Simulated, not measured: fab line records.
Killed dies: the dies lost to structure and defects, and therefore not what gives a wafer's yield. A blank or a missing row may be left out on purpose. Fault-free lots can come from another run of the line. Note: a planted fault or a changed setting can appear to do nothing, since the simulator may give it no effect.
Matching of chambers | flow sky130 | rie diel-04 running SKY_VIA1_ETCH_15: 4 sister chambers
The step etches SiO2 in C4F8/O2/Ar, stops on TiN, target depth 351 nm, time 54 s. 4 wafers are shown with their chamber, then 7 later ones without.

## WAFERS WITH THEIR CHAMBER
wafer  | chamber | bias w (W)
L079.3 | 0       | 1198
L080.5 | 2       | 1199
L082.1 | 3       | 1206
L082.3 | 1       | 1200

## WAFERS WITH NO CHAMBER GIVEN
wafer  | bias w (W)
L082.6 | 1205
L084.1 | 1197
L084.3 | 1199
L084.6 | 1196
L087.3 | 1206
L087.5 | 1196
L087.6 | 1201

## THE CHAMBER EACH PASSED THROUGH
wafer  | from the rows above          | in truth
L082.6 | 3                            | 3
L084.1 | can't be placed: 0 or 2 or 1 | 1
L084.3 | can't be placed: 2 or 0 or 1 | 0
L084.6 | can't be placed: 0 or 2 or 1 | 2
L087.3 | 3                            | 3
L087.5 | can't be placed: 0 or 2 or 1 | 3
L087.6 | can't be placed: 1 or 2 or 0 | 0
2 of 7 placed correctly. Can't be placed from these rows: 5 (the true chamber is among the candidates in 4). Wrongly placed: 0.
How it was worked out, from the rows above alone: a wafer's distance from a chamber is the root of the sum, over the readings, of the square of ((its reading less the chamber's mean) divided by the reading's scatter). If the next closest chamber is less than 2 further off than the closest, the wafer can't be placed; otherwise it belongs to the closest. For every chamber, the mean is computed from those of its wafers that are shown. The scatter (one wafer shown for each chamber): square how far every hidden wafer sits from the nearest shown wafer, average those squares and take the square root.
